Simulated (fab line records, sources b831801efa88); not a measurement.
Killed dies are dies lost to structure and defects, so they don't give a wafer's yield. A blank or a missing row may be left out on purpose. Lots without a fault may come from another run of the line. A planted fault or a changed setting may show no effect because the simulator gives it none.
Which tool did it? | flow sfq_line | 14 lots, 42 wafers sampled, at 3 steps of a route of 325

WHAT THE GAUGES READ, wafer by wafer
SFQ_JJ_OVL_MEAS_931.
lot  | measured     | on         | J5_OVL (nm)
L502 | day 48 09:31 | overlay-02 | 7 -1 4
L504 | day 48 13:07 | overlay-02 | 13 9 3
L506 | day 48 16:44 | overlay-02 | 17 17 7
L508 | day 49 08:52 | overlay-01 | -6 -3 -11
L509 | day 49 14:52 | overlay-01 | -3 -6 -1
L510 | day 50 11:16 | overlay-01 | -4 -3 -1
L511 | day 51 22:04 | overlay-02 | 4 7 0
L515 | day 53 14:43 | overlay-01 | 8 9 6
L516 | day 53 17:07 | overlay-02 | 6 4 7
L518 | day 54 00:19 | overlay-01 | 10 4 1
L522 | day 55 03:43 | overlay-01 | -12 -5 -5
L523 | day 55 17:20 | overlay-01 | -2 -2 -3
L524 | day 55 21:58 | overlay-02 | -1 -7 -2
L525 | day 56 10:59 | overlay-02 | 0 -3 5

WHICH TOOL RAN EACH LOT (tool, then ch and the chambers of the sampled wafers, then the start)
lot  | SFQ_TRILAYER_I0_DEP_PECVD_027   | SFQ_TRILAYER_I0_CMP_CMP_028
L502 | pecvd-03 ch 0,1,2, day 6 17:13  | cmp-01 ch 1,2, day 6 18:41
L504 | pecvd-01 ch 0,1,2, day 7 04:01  | cmp-02 ch 0,1,3, day 7 06:44
L506 | pecvd-03 ch 0,2, day 7 14:49    | cmp-01 ch 0,2,3, day 7 18:14
L508 | pecvd-02 ch 1,2, day 8 01:37    | cmp-02 ch 0,3, day 8 06:44
L509 | pecvd-02 ch 0,1,2, day 8 07:37  | cmp-02 ch 1,2,3, day 8 09:14
L510 | pecvd-03 ch 0,1, day 8 13:37    | cmp-02 ch 0,2,3, day 8 16:44
L511 | pecvd-02 ch 0,1,2, day 8 18:25  | cmp-01 ch 0,2,3, day 8 19:35
L515 | pecvd-02 ch 1,2, day 10 12:31   | cmp-02 ch 0,2, day 10 18:13
L516 | pecvd-03 ch 1,2, day 10 21:05   | cmp-02 ch 0,1,3, day 11 00:43
L518 | pecvd-02 ch 0,1,2, day 11 19:43 | cmp-02 ch 0,2,3, day 11 21:17
L522 | pecvd-03 ch 0,1,2, day 12 22:07 | cmp-01 ch 0,1,3, day 13 00:41
L523 | pecvd-03 ch 0,2, day 13 00:31   | cmp-01 ch 0,1,2, day 13 06:11
L524 | pecvd-01 ch 0,1,2, day 13 05:19 | cmp-02 ch 0,1,2, day 13 15:54
L525 | pecvd-03 ch 0,2, day 13 11:23   | cmp-02 ch 0,2, day 13 17:54
- SFQ_TRILAYER_I0_DEP_PECVD_027: deposits SiO2 from SiH4/N2O, time 111.11 s, target thk 500 nm.
- SFQ_TRILAYER_I0_CMP_CMP_028: polishes SiO2.

WHAT THE TOOLS THEMSELVES READ (means of the sampled wafers that have a number; where no wafer has one, the mark that the record gives instead)
SFQ_TRILAYER_I0_DEP_PECVD_027.
lot  | tool     | heater_power_w (W) | run_length_s (s) | throttle_valve_pct (%)
L502 | pecvd-03 | 100                | 139.0            | 25.0
L504 | pecvd-01 | 71                 | 138.9            | 24.9
L506 | pecvd-03 | 114                | 139.0            | 24.8
L508 | pecvd-02 | 77                 | 139.4            | 26.1
L509 | pecvd-02 | 78                 | 139.1            | 26.4
L510 | pecvd-03 | 107                | 139.1            | 25.1
L511 | pecvd-02 | 80                 | 139.3            | 26.3
L515 | pecvd-02 | 68                 | 170.2            | 23.3
L516 | pecvd-03 | 97                 | 138.4            | 25.6
L518 | pecvd-02 | 70                 | 170.0            | 23.5
L522 | pecvd-03 | 102                | 139.0            | 25.5
L523 | pecvd-03 | 109                | 139.2            | 25.3
L524 | pecvd-01 | 69                 | 139.0            | 25.0
L525 | pecvd-03 | 111                | 139.1            | 25.3

SFQ_TRILAYER_I0_CMP_CMP_028.
lot  | tool   | motor_current_A (A) | time_to_endpoint_s (s)
L502 | cmp-01 | 11.2                | 213
L504 | cmp-02 | 10.4                | 206
L506 | cmp-01 | 9.8                 | 203
L508 | cmp-02 | 10.3                | 220
L509 | cmp-02 | 10.3                | 218
L510 | cmp-02 | 10.4                | 214
L511 | cmp-01 | 9.7                 | 213
L515 | cmp-02 | 9.5                 | 312
L516 | cmp-02 | 10.5                | 217
L518 | cmp-02 | 10.2                | 314
L522 | cmp-01 | 10.5                | 216
L523 | cmp-01 | 9.9                 | 209
L524 | cmp-02 | 9.8                 | 210
L525 | cmp-02 | 9.5                 | 210

THE ANSWER, worked out from the rows above alone
Rule: what is usual is taken from the lots themselves. Put in order of their means at a reading, lots are off if they are a third of the lots or fewer, leave a main group of 4 or more, and stand apart from it by a gap of 3 or more times the standard deviation of the main group's means; of several such gaps the widest counts. A main group whose means are all the same, to the digits that the tables above print for the reading, isn't used. A lot without any number at a reading at which 4 lots or more have one is off too. The other lots that the step has rows for count as sound. The gauges are gone through in route order, then the tools' own readings, and for those a lot's mean is taken as printed above. The first step at which some lot is off is used, and at that step the reading that is off furthest; a lot without a number counts as furthest.
Off: L515, L518, at SFQ_TRILAYER_I0_DEP_PECVD_027 (run_length_s). The main group: mean 139.0 s, standard deviation 0.24.
A tool fits if, at that step or a process step before it, it ran every lot that is off, and no sound lot after the first of them. One fits: pecvd-02 at SFQ_TRILAYER_I0_DEP_PECVD_027. Its last sound lot is L511 (day 8 18:25), its first lot that is off L515 (day 10 12:31): a fault that began between those two fits.
The tool's own readings at SFQ_TRILAYER_I0_DEP_PECVD_027 bear it out: on the lots that are off they differ by more than 5 times the standard deviation of the sound lots' means. run_length_s reads 170.1 s there against 139.0 s on the sound lots.

WHAT THE SIMULATOR HAD PUT IN
Process parameter drift: pecvd-02, from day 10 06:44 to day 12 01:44, at SFQ_TRILAYER_I0_DEP_PECVD_027. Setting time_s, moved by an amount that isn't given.
Lots struck among those shown: L515, L518. The rule above found the same.
